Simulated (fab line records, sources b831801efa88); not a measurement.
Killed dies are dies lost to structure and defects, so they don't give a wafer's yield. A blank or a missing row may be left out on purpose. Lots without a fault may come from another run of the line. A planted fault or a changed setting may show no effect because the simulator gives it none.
A struck lot beside a sound one | flow sky130 | 43 steps out of a route of 708
Sound: wafers L735.1, L735.3, L735.5. Struck: wafers L749.1, L749.3, L749.5. The cause comes at the end.
At each step with rows: each side's tool, then ch and its chambers, then its first start. Under that, the readings that differ: sound wafers | struck wafers | difference of the means | sigmas: that difference in standard deviations of wafers without a fault.
alike: readings whose means differ by less than 2 such deviations, and words and numbers that are the same on both sides. not compared: withheld readings, readings that some wafer has no value for, bounds like >300 that may hide the same value, and numbers for which the record gives no deviation and whose values overlap.
The two part at a step that has a row with sigmas, a row that says differs or no value, or rows on one side only. Numbers that don't overlap but have no deviation are shown without sigmas and don't part them. A reading that every wafer of one side lacks parts them only if that side has two wafers or more.

first, 1 step without rows for these wafers: SKY_VT_ADJUST_LVTN_IMPLANT_08.
SKY_VT_ADJUST_LVTN_STRIP_09: strips in O2/N2.
  sound on plasma_asher-03 ch 1, day 7 16:28; struck on plasma_asher-03 ch 0,1, day 11 13:04
  alike: drypump_motor_current_A, oes_product_au, strip_time_to_endpoint_s
  not compared: rf_hours_counter_h
SKY_VT_ADJUST_LVTN_TW_MEAS_10:
  sound on film_metro-02, day 7 16:34; struck on film_metro-04, day 11 13:10
  reading           | sound             | struck            | difference | sigmas
  VT_ADJUST_LVTN_TW | 242.0 243.7 243.6 | 247.5 245.3 245.8 | +3.1       | +3
then, 7 steps without rows for these wafers: SKY_VT_ADJUST_LVTN_DEHYDRATE_11 (time 60 s); SKY_VT_ADJUST_LVTN_HMDS_12 (prime time 60 s); SKY_VT_ADJUST_LVTN_COAT_13 (resist thk 1140 nm); SKY_VT_ADJUST_LVTN_SOFTBAKE_14 (time 60 s); SKY_VT_ADJUST_LVTN_EXPOSE_15 (exposes mask HVN STD DERIVED, target cd 600 nm); SKY_VT_ADJUST_LVTN_PEB_16; SKY_VT_ADJUST_LVTN_DEVELOP_17 (develop time 60 s).
SKY_VT_ADJUST_LVTN_OVL_MEAS_18:
  sound on overlay-01, day 8 12:44; struck on overlay-02, day 12 13:08
  alike: VT_ADJUST_LVTN_01_OVL
then, 1 step without rows for these wafers: SKY_VT_ADJUST_LVTN_IMPLANT_19.
SKY_VT_ADJUST_LVTN_STRIP_20: strips in O2/N2.
  sound on plasma_asher-01 ch 0,1, day 8 12:55; struck on plasma_asher-03 ch 0,1, day 12 13:19
  alike: drypump_motor_current_A, oes_product_au, strip_time_to_endpoint_s
  not compared: rf_hours_counter_h
SKY_VT_ADJUST_LVTN_TW_MEAS_21:
  sound on film_metro-04, day 8 13:01; struck on film_metro-01, day 12 13:25
  alike: VT_ADJUST_LVTN_2_TW
then, 7 steps without rows for these wafers: SKY_VT_ADJUST_NCORE_DEHYDRATE_00 (time 60 s); SKY_VT_ADJUST_NCORE_HMDS_01 (prime time 60 s); SKY_VT_ADJUST_NCORE_COAT_02 (resist thk 1140 nm); SKY_VT_ADJUST_NCORE_SOFTBAKE_03 (time 60 s); SKY_VT_ADJUST_NCORE_EXPOSE_04 (exposes mask LVTN COMPLEMENT THIN, target cd 380 nm); SKY_VT_ADJUST_NCORE_PEB_05; SKY_VT_ADJUST_NCORE_DEVELOP_06 (develop time 60 s).
SKY_VT_ADJUST_NCORE_CD_MEAS_07: target cd 380 nm.
  sound on cd_sem-01, day 9 14:21; struck on cd_sem-02, day 13 14:47
  alike: cd_nm
SKY_VT_ADJUST_NCORE_OVL_MEAS_08:
  sound on overlay-02, day 9 14:28; struck on overlay-01, day 13 14:55
  alike: VT_ADJUST_NCORE_OVL
then, 1 step without rows for these wafers: SKY_VT_ADJUST_NCORE_IMPLANT_09.
SKY_VT_ADJUST_NCORE_STRIP_10: strips in O2/N2.
  sound on plasma_asher-01 ch 1, day 9 14:40; struck on plasma_asher-02 ch 0,1, day 13 15:05
  alike: drypump_motor_current_A, oes_product_au, strip_time_to_endpoint_s
  not compared: rf_hours_counter_h
SKY_VT_ADJUST_NCORE_TW_MEAS_11:
  sound on film_metro-04, day 9 14:46; struck on film_metro-03, day 13 15:11
  alike: VT_ADJUST_NCORE_TW
then, 7 steps without rows for these wafers: SKY_VT_ADJUST_HVTR_DEHYDRATE_00 (time 60 s); SKY_VT_ADJUST_HVTR_HMDS_01 (prime time 60 s); SKY_VT_ADJUST_HVTR_COAT_02 (resist thk 1140 nm); SKY_VT_ADJUST_HVTR_SOFTBAKE_03 (time 60 s); SKY_VT_ADJUST_HVTR_EXPOSE_04 (exposes mask HVTRM, target cd 380 nm); SKY_VT_ADJUST_HVTR_PEB_05; SKY_VT_ADJUST_HVTR_DEVELOP_06 (develop time 60 s).
SKY_VT_ADJUST_HVTR_CD_MEAS_07: target cd 380 nm.
  sound on cd_sem-01, day 10 11:59; struck on cd_sem-02, day 14 16:59
  alike: cd_nm
SKY_VT_ADJUST_HVTR_OVL_MEAS_08:
  sound on overlay-01, day 10 12:06; struck on overlay-01, day 14 17:06
  alike: VT_ADJUST_HVTR_OVL
then, 1 step without rows for these wafers: SKY_VT_ADJUST_HVTR_IMPLANT_09.
SKY_VT_ADJUST_HVTR_STRIP_10: strips in O2/N2.
  sound on plasma_asher-03 ch 1, day 10 12:17; struck on plasma_asher-02 ch 0,1, day 14 17:17
  alike: drypump_motor_current_A, oes_product_au, strip_time_to_endpoint_s
  not compared: rf_hours_counter_h
SKY_VT_ADJUST_HVTR_TW_MEAS_11:
  sound on film_metro-03, day 10 12:23; struck on film_metro-01, day 14 17:23
  alike: VT_ADJUST_HVTR_TW
then, 4 steps without rows for these wafers: SKY_VT_ADJUST_PCH_DEHYDRATE_00 (time 60 s); SKY_VT_ADJUST_PCH_HMDS_01 (prime time 60 s); SKY_VT_ADJUST_PCH_COAT_02 (resist thk 3000 nm); SKY_VT_ADJUST_PCH_SOFTBAKE_03.
-- the record jumps here: 35 days lie between the struck wafers' starts before and after (it left off in module VT_ADJUST_PCH and takes up again in module PAD_OPEN, whose first step shown is number 708 of the route) --
SKY_PAD_OPEN_PROBE_99:
  sound on prober-02, day 46 17:09; struck on prober-01, day 49 20:21
  reading             | sound    | struck                                                                     | difference                   | sigmas
  hold                | - - -    | await_dispo/1.8h/release await_dispo/1.8h/release await_dispo/1.8h/release | no value on the sound wafers |
  killed_at_front_end | 9 14 11  | 46 60 46                                                                   | +39                          | +9
  killed_dies         | 81 86 89 | 107 129 117                                                                | +32                          | +3
  alike: killed_at_M0_to_M3, killed_at_M4_up, killed_at_contacts, killed_at_other, killed_open, killed_short

WHERE THEY PART
First at SKY_VT_ADJUST_LVTN_TW_MEAS_10; last, within this record, at SKY_PAD_OPEN_PROBE_99.

WHY: what the simulator had put in
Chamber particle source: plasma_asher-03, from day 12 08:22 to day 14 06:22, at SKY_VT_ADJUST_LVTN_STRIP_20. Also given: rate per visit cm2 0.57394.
